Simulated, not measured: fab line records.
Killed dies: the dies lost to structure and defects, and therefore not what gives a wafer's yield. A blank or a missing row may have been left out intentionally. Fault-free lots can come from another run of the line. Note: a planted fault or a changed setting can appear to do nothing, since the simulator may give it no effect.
8D (eight disciplines) problem report, filled in by code    flow gf180mcu    the parts of the form that need people (team, actions taken, sign-off) are left out

1. WHAT IS WRONG
Mean V2_W_RS at GF_V2_RS_MEAS_24: 0.282 ohm/sq over 5 wafers in 3 lots; fault-free wafers: 0.329 ohm/sq, standard deviation 0.0035. Relative to the usual mean, that is a shift of -13 standard deviations.
The step: measures by four-point-probe.
First observed at day 23 10:44: wafer L594.6, on film-metro-01. At this step, 32 wafers from 11 lots have a number in the record. Rule for "out", or "out of limits": more than 4 standard deviations from the usual mean. All remaining wafers that have a number are taken as sound.

2. WHAT IT IS, AND WHAT IT ISN'T
question                     is                                           is not
which readings at this step  V2_W_RS                                      -
which lots                   L594, L595, L596                             L586, L588, L597, L602, L604, L607, L608, L609
which wafers of those lots   L594.6, L595.2, L595.3, L596.2, L596.4       L594.1, L595.6, L596.6
read on which gauges         film-metro-01, film-metro-03, film-metro-04  -
when                         from day 23 10:44                            up to then (7 sound wafers); but 20 sound wafers of L595, L596, L597, L602, L604, L607, L608, L609 came after

3. THE SUSPECTS, EACH WITH WHAT RULES IT OUT
Counting: a tool at a process step up to the reading stays a suspect if it ran every lot that is out. Sound lots after the first of them don't rule it out here, since some wafers of a struck lot are sound.
- ruled out: the gauge at GF_V2_RS_MEAS_24. Those wafers that are out were read across 3 gauges (film-metro-01, film-metro-03, film-metro-04).
- cvd-w-01 at GF_V2_CVD_23 (deposits W, target thk 350 nm, time 104.94 s): kept. It ran every lot that is out, first L594 (day 23 10:37).
- The sound lot-mates ran in chamber 1 of cvd-w-01 at GF_V2_CVD_23, but the wafers that are out ran in chamber 0.
The count leaves cvd-w-01 at GF_V2_CVD_23.

4. THE CAUSE (what the simulator had put in)
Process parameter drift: cvd-w-01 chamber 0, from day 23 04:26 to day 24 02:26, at GF_V2_CVD_23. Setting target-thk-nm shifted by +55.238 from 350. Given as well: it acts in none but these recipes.
Only this tool survived the counting.

5. THE CHAIN OF EFFECTS, in route order
One row per reading whose mean, taken over the struck wafers that have a number, lies over 3 standard deviations from the usual. Readings are gone through only where the record gives a usual standard deviation; hours: the median, over the lots, of the time from a lot's start at the first step in this table giving one to that lot's start at this step; sigmas: the change measured in usual standard deviations.
hours  step               reading             usual         on struck wafers  change  sigmas
0      GF_V2_RS_MEAS_24   V2_W_RS             0.329 ohm/sq  0.282             -0.047  -13
0      GF_V2_THK_MEAS_25  V2_W_THK            348 nm        405               +57     +12
0      GF_V2_CMP_26       time-to-endpoint-s  84 s          98                +14     +3.0
Process steps it contains:
- GF_V2_CMP_26: polishes, stops on SiO2, t overpolish 15 s, target thk 0 nm.
At these later measuring or inspecting steps, every struck wafer for which the step has a row has a number for every such reading, and none has moved that far: GF_M3_RS_MEAS_05.

6. WHAT WOULD HAVE CAUGHT IT SOONER
Counted from the fault's start at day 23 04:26, it took 6 hours until the first out-of-limits reading at a measuring or inspecting step in this record, taken at day 23 10:44.
An alarm limit of 4 standard deviations would not have fired on the tool readings at GF_V2_CVD_23 for which the record gives a usual standard deviation, since none of them was out on any struck wafer.
Lots out: 3; of these, L595, L596 started GF_V2_CVD_23 on cvd-w-01 after day 23 10:44. A hold on the tool at that time would have spared those 2.
